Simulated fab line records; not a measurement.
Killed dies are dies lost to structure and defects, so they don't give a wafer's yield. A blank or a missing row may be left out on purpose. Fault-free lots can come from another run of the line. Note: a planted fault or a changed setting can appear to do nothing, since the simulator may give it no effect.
A struck lot beside a sound one :: flow sky130 :: 18 out of 708 route steps
Sound: wafers L705.1, L705.4, L705.6. Wafers struck: L716.3, L716.5, L716.6. The cause is named last.
At each step with rows: each side's tool, then ch and its chambers, then its first start. Under that, the readings that differ: sound wafers :: struck wafers :: difference of the means :: sigmas: that difference in standard deviations of wafers without a fault.
alike: words and numbers the same on both sides, and readings whose means are apart by under 2 such deviations; not compared: readings that were withheld, readings missing a value for some wafer, numbers with overlapping values and no deviation given by the record, and bounds like >300 which may hide the same value.
The two part at a step that has a row with sigmas, a row that says differs or no value, or rows on one side only. Numbers that don't overlap but have no deviation are shown without sigmas and don't part them. Lack of a reading on every wafer of one side parts them only where that side has two or more wafers.

first, 6 steps without rows for these wafers: SKY_LDD_N_IMPLANT_10; SKY_LDD_N_IMPLANT_11; SKY_LDD_N_IMPLANT_12; SKY_LDD_N_IMPLANT_13; SKY_LDD_N_IMPLANT_14; SKY_LDD_N_IMPLANT_15.
SKY_LDD_N_STRIP_16: strips in O2/N2.
  sound on plasma-asher-01 ch 0,1, day 18 21:43; struck on plasma-asher-03 ch 0,1, day 22 16:38
  alike: drypump-motor-current-A, o2-flow-sccm, oes-product-au, strip-time-to-endpoint-s
  not compared: rf-hours-counter-h
SKY_LDD_N_TW_MEAS_17:
  struck on film-metro-02, day 22 16:43; sound on film-metro-04, day 18 21:49
  alike: LDD_N_TW
then, 4 steps without rows for these wafers: SKY_LDD_P_DEHYDRATE_00 (time 60 s); SKY_LDD_P_HMDS_01 (prime time 60 s); SKY_LDD_P_COAT_02 (resist thk 1140 nm); SKY_LDD_P_SOFTBAKE_03 (time 60 s).
SKY_LDD_P_EXPOSE_04: exposes mask PSDM, target cd 380 nm.
  sound on iline-stepper-02 ch 0, day 19 14:03; struck on iline-stepper-01 ch 0, day 23 08:16
reading: model.LDD_P.overlay-x-nm (nm)
sound: -0.2047 -0.2047 -0.2047
struck: 3.108 3.108 3.108
difference: +3.313
sigmas: 
  alike: mask
then, 2 steps without rows for these wafers: SKY_LDD_P_PEB_05; SKY_LDD_P_DEVELOP_06 (develop time 60 s).
SKY_LDD_P_CD_MEAS_07: target cd 380 nm.
  struck on cd-sem-02, day 23 23:06; sound on cd-sem-01, day 20 05:19
  alike: cd-nm
SKY_LDD_P_OVL_MEAS_08:
  struck on overlay-01, day 23 23:23; sound on overlay-02, day 20 05:26
reading: LDD_P_OVL (nm)
sound: -0.5 1.1 -0.9
struck: 5.6 4.4 5.6
difference: +5.3
sigmas: +4
  not compared: hold
-- the record jumps here: 25 days lie between the struck wafers' starts before and after (it left off in module LDD_P and takes up again in module PAD_OPEN, whose first step shown is number 708 of the route) --
SKY_PAD_OPEN_PROBE_99:
  struck on prober-02, day 49 02:07; sound on prober-01, day 46 14:21
  alike: killed_at_M0_to_M3, killed_at_M4_up, killed-at-contacts, killed-at-front-end, killed-at-other, killed-dies, killed-on-rim, killed-open, killed-short

WHERE THEY PART
Within this record, at SKY_LDD_P_OVL_MEAS_08 only. Later steps at which nothing parts them and some readings are alike: SKY_PAD_OPEN_PROBE_99.

WHY: the cause the simulator had injected
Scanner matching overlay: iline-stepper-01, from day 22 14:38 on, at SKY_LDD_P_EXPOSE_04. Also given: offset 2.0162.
